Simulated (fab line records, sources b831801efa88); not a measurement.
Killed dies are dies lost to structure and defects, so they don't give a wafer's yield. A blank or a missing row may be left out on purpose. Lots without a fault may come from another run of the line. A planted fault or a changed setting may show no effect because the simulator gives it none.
Which tool did it? | flow gf180mcu | 12 lots, 36 wafers sampled, at 5 steps of a route of 602

WHAT THE GAUGES READ, wafer by wafer
GF_CONTACT_THK_MEAS_26: measures by xrf. Usual: CONTACT_W_THK 302 nm, standard deviation 6.4.
lot  | measured     | on            | CONTACT_W_THK (nm) | flag
L411 | day 16 06:42 | film_metro-02 | 308 303 308        |
L412 | day 16 10:16 | film_metro-04 | 318 316 316        |
L413 | day 16 20:47 | film_metro-02 | 307 300 309        |
L414 | day 17 06:31 | film_metro-03 | 296 293 299        |
L415 | day 17 14:12 | film_metro-02 | 292 294 292        |
L416 | day 18 00:36 | film_metro-03 | 299 295 302        |
L417 | day 18 14:28 | film_metro-03 | 310 299 312        |
L425 | day 21 05:46 | film_metro-04 | 314 303 309        |
L424 | day 21 09:02 | film_metro-03 | 303 301 304        |
L426 | day 21 21:37 | film_metro-03 | 301 297 297        |
L429 | day 22 19:23 | film_metro-02 | 308 313 298        |
L430 | day 23 02:42 | film_metro-03 | 313 304 316        |

GF_V1_OVL_MEAS_15. Usual: V1_OVL 3 nm, standard deviation 5.1.
lot  | measured     | on         | V1_OVL (nm) | flag
L411 | day 18 06:29 | overlay-01 | 1 8 4       |
L412 | day 18 11:50 | overlay-02 | 3 10 4      |
L413 | day 18 21:54 | overlay-01 | 5 8 4       |
L414 | day 19 08:11 | overlay-02 | 3 9 7       |
L415 | day 19 16:28 | overlay-01 | 8 -1 7      |
L416 | day 20 02:22 | overlay-02 | 6 6 4       |
L417 | day 20 17:32 | overlay-01 | -4 1 -3     |
L425 | day 23 05:44 | overlay-02 | 37 45 40    | OFF
L424 | day 23 08:05 | overlay-01 | 45 43 40    | OFF
L426 | day 24 02:23 | overlay-01 | 3 0 4       |
L429 | day 25 00:52 | overlay-02 | 5 6 4       |
L430 | day 25 03:07 | overlay-02 | -10 -1 0    |

WHICH TOOL RAN EACH LOT (tool, then ch and the chambers of the sampled wafers, then the start)
lot  | GF_M1_SPUTTER_01             | GF_M1_METAL_ETCH_16               | GF_V1_EXPOSE_11
L411 | pvd_sputter-01, day 16 07:10 | rie_metal-03 ch 0,1, day 17 05:43 | krf_scanner-01 ch 0, day 17 18:49
L412 | pvd_sputter-03, day 16 11:02 | rie_metal-04 ch 0,1, day 17 10:18 | krf_scanner-02 ch 0, day 18 00:10
L413 | pvd_sputter-01, day 16 21:13 | rie_metal-03 ch 0,1, day 17 20:36 | krf_scanner-02 ch 0, day 18 10:00
L414 | pvd_sputter-03, day 17 07:10 | rie_metal-04 ch 0,1, day 18 06:25 | krf_scanner-02 ch 0, day 18 19:44
L415 | pvd_sputter-01, day 17 14:46 | rie_metal-04 ch 0,1, day 18 14:07 | krf_scanner-02 ch 0, day 19 04:15
L416 | pvd_sputter-02, day 18 01:04 | rie_metal-02 ch 0, day 19 00:48   | krf_scanner-02 ch 0, day 19 14:27
L417 | pvd_sputter-03, day 18 14:56 | rie_metal-03 ch 0,1, day 19 15:36 | krf_scanner-01 ch 0, day 20 05:59
L425 | pvd_sputter-01, day 21 06:13 | rie_metal-02 ch 0,1, day 22 05:43 | krf_scanner-01 ch 0, day 22 19:12
L424 | pvd_sputter-03, day 21 09:29 | rie_metal-04 ch 0,1, day 22 08:43 | krf_scanner-01 ch 0, day 22 22:01
L426 | pvd_sputter-01, day 21 22:04 | rie_metal-03 ch 0,1, day 22 21:43 | krf_scanner-02 ch 0, day 23 14:25
L429 | pvd_sputter-02, day 23 03:34 | rie_metal-03 ch 0,1, day 24 01:43 | krf_scanner-02 ch 0, day 24 13:14
L430 | pvd_sputter-03, day 23 05:04 | rie_metal-03 ch 0,1, day 24 04:03 | krf_scanner-02 ch 0, day 24 15:49
- GF_M1_SPUTTER_01: material TiN, target thk 30 nm, time 25 s.
- GF_M1_METAL_ETCH_16: etches the open film in Cl2/BCl3, stops on SiO2, target depth 750.8 nm, time 125.1 s.
- GF_V1_EXPOSE_11: exposes mask Via1, target cd 260 nm.

WHAT THE TOOLS THEMSELVES READ (means of the sampled wafers that have a number; where no wafer has one, the mark that the record gives instead)
GF_M1_SPUTTER_01. Usual: throttle_valve_pct 29.5 %, standard deviation 0.94.
lot  | tool           | throttle_valve_pct (%) | flag
L411 | pvd_sputter-01 | 29.5                   |
L412 | pvd_sputter-03 | 29.5                   |
L413 | pvd_sputter-01 | 30.6                   |
L414 | pvd_sputter-03 | 29.9                   |
L415 | pvd_sputter-01 | 29.9                   |
L416 | pvd_sputter-02 | 29.6                   |
L417 | pvd_sputter-03 | 29.6                   |
L425 | pvd_sputter-01 | 29.3                   |
L424 | pvd_sputter-03 | 29.6                   |
L426 | pvd_sputter-01 | 29.3                   |
L429 | pvd_sputter-02 | 29.0                   |
L430 | pvd_sputter-03 | 29.2                   |

GF_M1_METAL_ETCH_16. Usual: bias_w 140.0 W, standard deviation 0.4; drypump_motor_current_A 5.90 A, standard deviation 0.24; oes_product_au 0.989 a.u., standard deviation 0.005; throttle_valve_pct 28.232 %, standard deviation 0.0092.
lot  | tool         | bias_w (W) | drypump_motor_current_A (A) | oes_product_au (a.u.) | throttle_valve_pct (%) | flag
L411 | rie_metal-03 | 139.8      | 5.86                        | 0.984                 | 28.232                 |
L412 | rie_metal-04 | 140.0      | 5.84                        | 0.991                 | 28.230                 |
L413 | rie_metal-03 | 140.4      | 5.75                        | 0.991                 | 28.227                 |
L414 | rie_metal-04 | 140.2      | 5.89                        | 0.990                 | 28.239                 |
L415 | rie_metal-04 | 140.1      | 5.88                        | 0.992                 | 28.225                 |
L416 | rie_metal-02 | 140.4      | 6.41                        | 0.994                 | 28.231                 |
L417 | rie_metal-03 | 139.3      | 5.74                        | 0.988                 | 28.237                 |
L425 | rie_metal-02 | 139.8      | 6.03                        | 0.988                 | 28.228                 |
L424 | rie_metal-04 | 140.1      | 5.89                        | 0.989                 | 28.232                 |
L426 | rie_metal-03 | 139.8      | 5.84                        | 0.984                 | 28.234                 |
L429 | rie_metal-03 | 140.0      | 5.84                        | 0.988                 | 28.234                 |
L430 | rie_metal-03 | 140.2      | 5.86                        | 0.988                 | 28.230                 |

GF_V1_EXPOSE_11. Usual: stage_vel_mm_s 500.04 mm/s, standard deviation 0.27.
lot  | tool           | stage_vel_mm_s (mm/s) | flag
L411 | krf_scanner-01 | 500.23                |
L412 | krf_scanner-02 | 499.96                |
L413 | krf_scanner-02 | 499.72                |
L414 | krf_scanner-02 | 499.90                |
L415 | krf_scanner-02 | 500.08                |
L416 | krf_scanner-02 | 499.68                |
L417 | krf_scanner-01 | 499.92                |
L425 | krf_scanner-01 | 499.74                |
L424 | krf_scanner-01 | 500.65                |
L426 | krf_scanner-02 | 500.01                |
L429 | krf_scanner-02 | 500.17                |
L430 | krf_scanner-02 | 500.10                |

THE ANSWER, worked out from the rows above alone
Rule: a lot is off if the mean of its wafers that have a number lies more than 3 standard deviations from the usual mean. A lot without any number at a reading at which 4 lots or more have one is off too. The other lots that the step has rows for count as sound. The gauges are gone through in route order, then the tools' own readings, and for those a lot's mean is taken as printed above. The first step at which some lot is off is used, and at that step the reading that is off furthest; a lot without a number counts as furthest.
Off: L425, L424, at GF_V1_OVL_MEAS_15 (V1_OVL).
A tool fits if, at a process step before that reading, it ran every lot that is off, and no sound lot after the first of them. The gauges at GF_V1_OVL_MEAS_15 are tried like those tools. One fits: krf_scanner-01 at GF_V1_EXPOSE_11. Its last sound lot is L417 (day 20 05:59), its first lot that is off L425 (day 22 19:12): a fault that began between those two fits.

WHAT THE SIMULATOR HAD PUT IN
Scanner matching overlay: krf_scanner-01, from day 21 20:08 on, at GF_V1_EXPOSE_11. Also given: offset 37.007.
Lots struck among those shown: L425, L424. The rule above found the same.
